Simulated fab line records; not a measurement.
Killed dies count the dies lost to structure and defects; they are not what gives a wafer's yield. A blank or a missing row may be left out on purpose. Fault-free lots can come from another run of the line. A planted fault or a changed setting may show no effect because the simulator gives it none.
Check of tool commonality / flow gf180mcu / Lots sampled 15, wafers sampled 45

== WHY THIS WAS OPENED ==
3 of 15 lots carry a flag on the reading HV_LDD_3_TW at GF_HV_LDD_TW_MEAS_38. No-fault wafers: 1432, standard deviation 13.
Rule: a lot is flagged in two cases, either no wafer of it has a number, or all its wafers with numbers fall more than 4 standard deviations from that mean. The other lots count as sound.

lot=L387; measured=day 11 18:13; on=film metro-02; HV_LDD_3_TW, wafer by wafer=1449 1449 1445; flag=
lot=L388; measured=day 12 06:03; on=film metro-03; HV_LDD_3_TW, wafer by wafer=1438 1437 1428; flag=
lot=L391; measured=day 13 05:31; on=film metro-04; HV_LDD_3_TW, wafer by wafer=1418 1421 1420; flag=
lot=L393; measured=day 13 21:08; on=film metro-04; HV_LDD_3_TW, wafer by wafer=1417 1424 1428; flag=
lot=L392; measured=day 13 21:22; on=film metro-04; HV_LDD_3_TW, wafer by wafer=1425 1422 1423; flag=
lot=L394; measured=day 14 06:51; on=film metro-04; HV_LDD_3_TW, wafer by wafer=1296 1304 1298; flag=FLAGGED
lot=L395; measured=day 14 12:16; on=film metro-04; HV_LDD_3_TW, wafer by wafer=1299 1300 1295; flag=FLAGGED
lot=L396; measured=day 14 23:40; on=film metro-02; HV_LDD_3_TW, wafer by wafer=1316 1322 1319; flag=FLAGGED
lot=L397; measured=day 15 04:33; on=film metro-04; HV_LDD_3_TW, wafer by wafer=1412 1428 1427; flag=
lot=L403; measured=day 17 01:00; on=film metro-04; HV_LDD_3_TW, wafer by wafer=1410 1409 1409; flag=
lot=L404; measured=day 17 08:09; on=film metro-02; HV_LDD_3_TW, wafer by wafer=1435 1435 1430; flag=
lot=L405; measured=day 17 17:51; on=film metro-04; HV_LDD_3_TW, wafer by wafer=1408 1409 1417; flag=
lot=L407; measured=day 18 14:19; on=film metro-02; HV_LDD_3_TW, wafer by wafer=1439 1439 1435; flag=
lot=L408; measured=day 18 20:57; on=film metro-02; HV_LDD_3_TW, wafer by wafer=1438 1434 1438; flag=
lot=L409; measured=day 19 02:10; on=film metro-03; HV_LDD_3_TW, wafer by wafer=1446 1442 1439; flag=
The numbers of the flagged lots are 1305 on average: -127 against the usual, or -10 standard deviations.

== TOOL THAT RAN EACH LOT ==
2 process steps preceding the reading are held in the record, out of 602 steps in the route. Every cell lists first the tool, next ch and the chambers used by the sampled wafers, and last the start.
lot=L387; flag=; GF_HV_LDD_STRIP_22=plasma asher-03 ch 0,1, day 10 23:22; GF_HV_LDD_IMPLANT_34=implanter-04 ch 0, day 11 17:40
lot=L388; flag=; GF_HV_LDD_STRIP_22=plasma asher-01 ch 0,1, day 11 10:45; GF_HV_LDD_IMPLANT_34=implanter-03 ch 0, day 12 05:30
lot=L391; flag=; GF_HV_LDD_STRIP_22=plasma asher-04 ch 0,1, day 12 09:27; GF_HV_LDD_IMPLANT_34=implanter-04 ch 0, day 13 04:58
lot=L393; flag=; GF_HV_LDD_STRIP_22=plasma asher-01 ch 0,1, day 13 00:07; GF_HV_LDD_IMPLANT_34=implanter-04 ch 0, day 13 20:35
lot=L392; flag=; GF_HV_LDD_STRIP_22=plasma asher-04 ch 0,1, day 13 00:25; GF_HV_LDD_IMPLANT_34=implanter-02 ch 0, day 13 20:49
lot=L394; flag=FLAGGED; GF_HV_LDD_STRIP_22=plasma asher-03 ch 0,1, day 13 09:40; GF_HV_LDD_IMPLANT_34=implanter-03, day 14 06:19
lot=L395; flag=FLAGGED; GF_HV_LDD_STRIP_22=plasma asher-03 ch 0,1, day 13 14:49; GF_HV_LDD_IMPLANT_34=implanter-03, day 14 11:44
lot=L396; flag=FLAGGED; GF_HV_LDD_STRIP_22=plasma asher-03 ch 0,1, day 14 02:22; GF_HV_LDD_IMPLANT_34=implanter-04, day 14 23:07
lot=L397; flag=; GF_HV_LDD_STRIP_22=plasma asher-03 ch 0, day 14 06:25; GF_HV_LDD_IMPLANT_34=implanter-02 ch 0, day 15 04:01
lot=L403; flag=; GF_HV_LDD_STRIP_22=plasma asher-03 ch 0,1, day 16 02:05; GF_HV_LDD_IMPLANT_34=implanter-03 ch 0, day 17 00:28
lot=L404; flag=; GF_HV_LDD_STRIP_22=plasma asher-03 ch 0,1, day 16 08:35; GF_HV_LDD_IMPLANT_34=implanter-02 ch 0, day 17 07:37
lot=L405; flag=; GF_HV_LDD_STRIP_22=plasma asher-04 ch 0,1, day 16 18:02; GF_HV_LDD_IMPLANT_34=implanter-04 ch 0, day 17 17:19
lot=L407; flag=; GF_HV_LDD_STRIP_22=plasma asher-04 ch 0,1, day 17 14:28; GF_HV_LDD_IMPLANT_34=implanter-04 ch 0, day 18 13:46
lot=L408; flag=; GF_HV_LDD_STRIP_22=plasma asher-01 ch 0,1, day 17 20:11; GF_HV_LDD_IMPLANT_34=implanter-02 ch 0, day 18 20:25
lot=L409; flag=; GF_HV_LDD_STRIP_22=plasma asher-04 ch 0,1, day 18 01:02; GF_HV_LDD_IMPLANT_34=implanter-04 ch 0, day 19 01:37
These steps, and what they do:
- GF_HV_LDD_STRIP_22: strips in O2/N2.
- GF_HV_LDD_IMPLANT_34
- GF_HV_LDD_TW_MEAS_38

== FLAGGED OVER TOTAL, TOOL BY TOOL (the gauges that took the reading come last) ==
step=GF_HV_LDD_STRIP_22; tool=plasma asher-01; lots run=3; flagged=0; share of the flagged lots=none; sound lots run after its first flagged lot=-
step=GF_HV_LDD_STRIP_22; tool=plasma asher-03; lots run=7; flagged=3; share of the flagged lots=all; sound lots run after its first flagged lot=3 (L397,L403,L404)
step=GF_HV_LDD_STRIP_22; tool=plasma asher-04; lots run=5; flagged=0; share of the flagged lots=none; sound lots run after its first flagged lot=-
step=GF_HV_LDD_IMPLANT_34; tool=implanter-02; lots run=4; flagged=0; share of the flagged lots=none; sound lots run after its first flagged lot=-
step=GF_HV_LDD_IMPLANT_34; tool=implanter-03; lots run=4; flagged=2; share of the flagged lots=some; sound lots run after its first flagged lot=1 (L403)
step=GF_HV_LDD_IMPLANT_34; tool=implanter-04; lots run=7; flagged=1; share of the flagged lots=some; sound lots run after its first flagged lot=3 (L405,L407,L409)
step=GF_HV_LDD_TW_MEAS_38; tool=film metro-02; lots run=5; flagged=1; share of the flagged lots=some; sound lots run after its first flagged lot=3 (L404,L407,L408)
step=GF_HV_LDD_TW_MEAS_38; tool=film metro-03; lots run=2; flagged=0; share of the flagged lots=none; sound lots run after its first flagged lot=-
step=GF_HV_LDD_TW_MEAS_38; tool=film metro-04; lots run=8; flagged=2; share of the flagged lots=some; sound lots run after its first flagged lot=3 (L397,L403,L405)

== WHAT THE TABLE PERMITS ==
In the table, 1 row covers all flagged lots: plasma asher-03 at GF_HV_LDD_STRIP_22.
- plasma asher-03 at GF_HV_LDD_STRIP_22 ran 7 lots, 3 of them flagged. Lots that were sound ran on it after the first flagged one (L397, L403, L404); a persistent fault on the entire tool would not allow that.
There is no row in the table that ran each flagged lot and no sound lot after the first.

== WHAT THE SIMULATOR HAD INSERTED ==
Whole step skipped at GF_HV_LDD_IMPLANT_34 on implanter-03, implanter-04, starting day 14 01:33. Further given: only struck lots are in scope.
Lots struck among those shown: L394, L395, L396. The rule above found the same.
